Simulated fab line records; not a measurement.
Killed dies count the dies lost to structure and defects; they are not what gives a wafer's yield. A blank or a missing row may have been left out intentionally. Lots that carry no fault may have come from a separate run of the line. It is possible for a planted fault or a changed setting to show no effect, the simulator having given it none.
fab line records	flow gf180mcu
record: lots: 15	wafers: 45	lastDay: 34
route steps=602 shown STI@16 DNWELL@37 V1@336
lots untouched by any fault: they come from a run of this same line in which no faults occurred
startH: hours from the record's first day to the start of the lot's first wafer shown	waitH: hours elapsed since this lot's preceding step	" unchanged from the row above	L1.1+2: one row covering several wafers at once	- no value, or no start was given	* or withheld: withheld	< > ~ a bound
route shown NAME@n: NAME is a module with steps in the file, n the number in the route of the first one	usual: mean/standard deviation taken from wafers without a fault	same: alike in all rows	chamber/n: place in a boat	sites: each site's reading	_std_site: how widely they spread, as a standard deviation	_edge_site: inner sites' mean taken away from outer sites' mean	radiusMm: how far each site lies from the wafer's centre	mask NAME#n: copy n	behind: the tool/chamber that last shaped the wafer	hold: the reason the lot was held/the length of the hold in hours/how it ended	device: the transistor (n, p or np) that didn't switch	end of line: the same wafers' tests at the end of the route	a step given without rows: its recipe and nothing more	killed: count of dies lost to structure and defects at first sort (not the wafer's yield)	map: per-die view of a wafer (x killed, . not killed, _ where there is no die)
set.NAME: the setting that was run; set.NAME@STEP: the one run at that earlier step	model.NAME: the simulator's own value behind a step, which no gauge read
route steps across a sampled set of lots; one table per step, one row per wafer
services: the hour from which a tool's chamber was out of use, counted from the record's first day as startH (under 0 if before that day), plus the number of hours and why
== steps ==
step: GF_STI_STRIP_15
recipe: chemistry: O2/N2	powerW: 1400	pressureMtorr: 1500	platenTempC: 250	o2FlowSccm: 3000	n2FlowSccm: 300	overashFraction: 0.5
usual: drypumpMotorCurrentA: 5.4/0.51	heaterPowerW: 307/19	oesProductAu: 0.384/0.005	stripTimeToEndpointS: 3.73/0.039
lot.wafer	tool	chamber	startH	waitH	drypumpMotorCurrentA	heaterPowerW	oesProductAu	rfHoursCounterH	stripTimeToEndpointS
L767.1	plasmaAsher-01	0	30.58	0.0	4.8	318	0.385	24	3.73
L767.2	"	1	"	"	5.4	283	0.387	24	3.71
L767.3	"	0	"	"	4.8	308	0.394	-	3.72
L768.2	plasmaAsher-01	0	37.81	0.0	4.8	317	0.384	25	3.67
L768.3	"	1	"	"	5.4	282	0.387	-	3.62
L768.5	"	1	"	"	5.4	276	0.374	-	3.68
L769.2	plasmaAsher-01	0	41.05	0.0	4.8	321	0.387	25	3.67
L769.4	"	0	"	"	4.8	308	0.382	-	3.72
L769.5	"	0	"	"	4.8	315	0.381	-	3.64
L770.1	plasmaAsher-01	1	45.38	0.0	5.4	278	0.381	25	3.75
L770.2	"	0	"	"	4.8	310	0.384	25	3.76
L770.3	"	1	"	"	5.4	287	0.390	-	3.77
L771.2	plasmaAsher-03	0	51.05	0.0	5.2	295	0.393	40	3.72
L771.3	"	0	"	"	5.3	299	0.389	-	3.72
L771.4	"	1	"	"	5.7	297	0.382	-	3.67
L772.1	plasmaAsher-01	1	57.85	0.0	5.4	281	0.384	27	3.73
L772.4	"	0	"	"	4.8	304	0.383	-	3.75
L772.5	"	1	"	"	5.4	283	0.389	-	3.77
L774.1	plasmaAsher-01	0	69.70	0.0	4.8	305	0.387	28	3.76
L774.3	"	1	"	"	5.4	283	0.380	-	3.73
L774.5	"	1	"	"	5.4	281	0.383	-	3.79
L777.3	plasmaAsher-02	0	85.59	0.1	5.6	337	0.390	-	3.78
L777.4	"	1	"	"	6.4	321	0.388	-	3.79
L777.6	"	0	"	"	5.6	340	0.382	-	3.78
L778.2	plasmaAsher-03	0	87.75	0.0	5.2	302	0.389	44	3.76
L778.3	"	0	"	"	5.2	306	0.381	-	3.68
L778.6	"	1	"	"	5.7	307	0.376	-	3.69
L779.2	plasmaAsher-03	0	93.53	0.0	5.2	299	0.382	44	3.76
L779.3	"	0	"	"	5.3	302	0.382	-	3.73
L779.6	"	1	"	"	5.7	304	0.384	-	3.79
L780.1	plasmaAsher-02	1	98.70	0.0	6.4	319	0.384	43	3.76
L780.2	"	0	"	"	5.6	331	0.388	43	3.75
L780.3	"	0	"	"	5.6	330	0.387	-	3.76
L781.1	plasmaAsher-03	0	104.49	0.1	5.2	301	0.385	46	3.76
L781.3	"	0	"	"	5.2	288	0.380	-	3.73
L781.4	"	1	"	"	5.7	301	0.383	-	3.77
L782.1	plasmaAsher-02	0	109.40	0.0	5.6	350	0.385	44	3.79
L782.4	"	1	"	"	6.4	323	0.395	-	3.80
L782.6	"	1	"	"	6.5	325	0.378	-	3.70
L788.1	plasmaAsher-02	1	140.88	0.0	6.5	327	0.382	48	3.73
L788.2	"	0	"	"	5.6	337	0.388	48	3.76
L788.5	"	0	"	"	5.6	336	0.377	-	3.73
L789.3	plasmaAsher-02	0	144.79	0.1	5.6	330	0.379	-	3.71
L789.4	"	1	"	"	6.4	319	0.382	-	3.73
L789.6	"	0	"	"	5.6	346	0.381	-	3.75
step: GF_DNWELL_PEB_05
recipe: tempC: 115	timeS: withheld
usual: chillPlateTempC: 22.99/0.12	exhaustPa: 45.0/0.82	plateTempC: 114.98/0.12
lot.wafer	tool	chamber	startH	waitH	chillPlateTempC	exhaustPa	plateTempC
L767.1	lithoTrack-03	0	46	-	23.04	45.7	114.88
L767.2	"	0	"	"	22.80	45.5	114.89
L767.3	"	0	"	"	22.90	45.6	115.03
L768.2	lithoTrack-01	0	56	-	22.93	44.7	115.03
L768.3	"	0	"	"	22.81	45.5	114.96
L768.5	"	0	"	"	22.98	44.3	114.99
L769.2	lithoTrack-01	0	63	-	23.00	44.9	114.92
L769.4	"	0	"	"	23.16	44.9	115.10
L769.5	"	0	"	"	22.90	44.6	115.14
L770.1	lithoTrack-02	0	69	-	22.98	45.6	114.85
L770.2	"	0	"	"	22.90	45.4	114.84
L770.3	"	0	"	"	23.01	45.2	114.90
L771.2	lithoTrack-02	0	77	-	23.06	46.2	115.15
L771.3	"	0	"	"	23.06	44.9	114.98
L771.4	"	0	"	"	23.17	46.3	114.96
L772.1	lithoTrack-02	0	82	-	23.05	45.0	115.02
L772.4	"	0	"	"	23.03	44.5	114.79
L772.5	"	0	"	"	23.20	44.9	114.91
L774.1	lithoTrack-03	0	87	-	22.90	44.3	115.04
L774.3	"	0	"	"	22.73	46.3	115.08
L774.5	"	0	"	"	22.76	45.3	115.08
L777.3	lithoTrack-01	0	104	-	22.94	45.1	115.09
L777.4	"	0	"	"	23.13	44.9	115.05
L777.6	"	0	"	"	22.92	45.1	114.90
L778.2	lithoTrack-02	0	107	-	22.97	45.1	114.94
L778.3	"	0	"	"	23.08	43.5	115.05
L778.6	"	0	"	"	22.91	44.4	114.98
L779.2	lithoTrack-02	0	111	-	23.10	44.7	114.96
L779.3	"	0	"	"	22.85	44.8	114.93
L779.6	"	0	"	"	22.84	46.0	114.89
L780.1	lithoTrack-02	-	118	-	-	-	-
L780.2	"	-	"	"	-	-	-
L780.3	"	-	"	"	-	-	-
L781.1	lithoTrack-02	-	123	-	-	-	-
L781.3	"	-	124	-	-	-	-
L781.4	"	-	"	"	-	-	-
L782.1	lithoTrack-03	-	129	-	-	-	-
L782.4	"	-	"	"	-	-	-
L782.6	"	-	"	"	-	-	-
L788.1	lithoTrack-02	0	161	-	23.05	44.2	115.12
L788.2	"	0	"	"	23.03	45.0	114.98
L788.5	"	0	"	"	22.81	44.0	114.96
L789.3	lithoTrack-01	0	165	-	22.96	46.0	115.13
L789.4	"	0	"	"	23.06	45.4	115.01
L789.6	"	0	"	"	22.91	45.6	114.96
step: GF_V1_THK_MEAS_01
recipe: reads: SiO2_of_V1_CVD_00
usual: V1_CVD_00_THK: 600/6.2
lot.wafer	tool	chamber	startH	waitH	V1_CVD_00_THK[nm]
L767.1	filmMetro-03	-	401.07	0.0	607
L767.2	"	-	"	"	604
L767.3	"	-	"	"	612
L768.2	filmMetro-04	-	416.39	0.0	606
L768.3	"	-	"	"	603
L768.5	"	-	"	"	598
L769.2	filmMetro-02	-	433.14	0.0	598
L769.4	"	-	"	"	603
L769.5	"	-	"	"	604
L770.1	filmMetro-03	-	443.08	0.0	588
L770.2	"	-	"	"	603
L770.3	"	-	"	"	595
L771.2	filmMetro-03	-	458.20	0.0	607
L771.3	"	-	"	"	598
L771.4	"	-	"	"	598
L772.1	filmMetro-03	-	467.60	0.0	601
L772.4	"	-	"	"	602
L772.5	"	-	"	"	602
L774.1	filmMetro-03	-	475.20	0.0	594
L774.3	"	-	"	"	594
L774.5	"	-	"	"	596
L777.3	filmMetro-02	-	502.35	0.1	608
L777.4	"	-	"	"	598
L777.6	"	-	"	"	600
L778.2	filmMetro-03	-	504.04	0.0	598
L778.3	"	-	"	"	603
L778.6	"	-	"	"	605
L779.2	filmMetro-02	-	514.27	0.0	602
L779.3	"	-	"	"	605
L779.6	"	-	"	"	602
L780.1	filmMetro-02	-	523.90	0.0	598
L780.2	"	-	"	"	612
L780.3	"	-	"	"	608
L782.1	filmMetro-04	-	541.82	0.0	608
L782.4	"	-	"	"	608
L782.6	"	-	"	"	606
L781.1	filmMetro-03	-	543.04	0.0	598
L781.3	"	-	"	"	587
L781.4	"	-	"	"	594
L789.3	filmMetro-04	-	591.26	0.1	600
L789.4	"	-	"	"	597
L789.6	"	-	"	"	594
L788.1	filmMetro-03	-	593.38	0.0	603
L788.2	"	-	"	"	605
L788.5	"	-	"	"	601
step: GF_V1_THK_MEAS_25
recipe: thkMeasGauge: xrf	reads: W_of_V1_CVD_23
usual: V1_W_THK: 360/7.9
lot.wafer	tool	chamber	startH	waitH	V1_W_THK[nm]
L767.1	filmMetro-02	-	426.73	0.1	353
L767.2	"	-	"	"	356
L767.3	"	-	"	"	357
L768.2	filmMetro-03	-	442.63	0.1	356
L768.3	"	-	"	"	354
L768.5	"	-	"	"	355
L769.2	filmMetro-02	-	460.07	0.1	377
L769.4	"	-	"	"	360
L769.5	"	-	"	"	359
L770.1	filmMetro-02	-	469.69	0.1	357
L770.2	"	-	"	"	358
L770.3	"	-	"	"	360
L771.2	filmMetro-02	-	484.67	0.1	362
L771.3	"	-	"	"	382
L771.4	"	-	"	"	362
L772.1	filmMetro-04	-	494.36	0.1	346
L772.4	"	-	"	"	347
L772.5	"	-	"	"	344
L774.1	filmMetro-04	-	502.32	0.1	353
L774.3	"	-	"	"	352
L774.5	"	-	"	"	356
L777.3	filmMetro-03	-	527.25	0.1	355
L777.4	"	-	"	"	353
L777.6	"	-	"	"	353
L778.2	filmMetro-02	-	529.15	0.1	366
L778.3	"	-	"	"	368
L778.6	"	-	"	"	366
L779.2	filmMetro-02	-	539.47	0.1	357
L779.3	"	-	"	"	357
L779.6	"	-	"	"	353
L780.1	filmMetro-03	-	549.12	0.1	355
L780.2	"	-	"	"	377
L780.3	"	-	"	"	373
L782.1	filmMetro-04	-	566.21	0.1	364
L782.4	"	-	"	"	355
L782.6	"	-	"	"	358
L781.1	filmMetro-04	-	567.17	0.1	369
L781.3	"	-	"	"	369
L781.4	"	-	"	"	354
L789.3	filmMetro-02	-	614.34	0.1	364
L789.4	"	-	"	"	363
L789.6	"	-	"	"	370
L788.1	filmMetro-03	-	617.02	0.1	363
L788.2	"	-	"	"	362
L788.5	"	-	"	"	367
== services ==
tool	chamber	startH	hours	kind
plasmaAsher-02	-	81.39	2.8	pm
plasmaAsher-03	-	108.75	9.0	pm
plasmaAsher-03	0	108.75	9.0	ventCycle
plasmaAsher-03	1	108.75	9.0	ventCycle
plasmaAsher-03	0	117.75	-	clean
plasmaAsher-03	1	117.75	-	clean
lithoTrack-02	-	127.76	-	consumableReplace:filter
plasmaAsher-01	-	134.91	9.1	repair
plasmaAsher-03	-	160.04	6.3	repair
plasmaAsher-02	-	162.93	11.6	repair
== key ==
firstSign: step: GF_DNWELL_PEB_05	reading: toolRecord	direction: missing
effect none on later readings
metAt GF_DNWELL_PEB_05
struckLots L780,L781,L782
sortLeftOut L780.1,L780.2,L780.3,L781.1,L781.3,L781.4,L782.1,L782.4,L782.6
testerLeftOut L780,L781,L782
notActingAt GF_STI_STRIP_15,GF_V1_THK_MEAS_01,GF_V1_THK_MEAS_25
onsetBetween 111 118
fault: kind: skippedStepWhole	tool: lithoTrack-02,lithoTrack-03	chamber: -	onsetH: 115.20	steps: GF_DNWELL_PEB_05	scope: struckLotsOnly
testerLeftOut: of these lots the tester's yield and bins aren't shown, on N5 and GAA mostly nor the transistor test; their killed dies are dies lost to structure and defects alone, not to doping, threshold or leakage, so they don't give the yield
sortLeftOut: the simulated sort isn't trusted on such a fault, so these wafers' sort isn't shown, and their yield isn't known
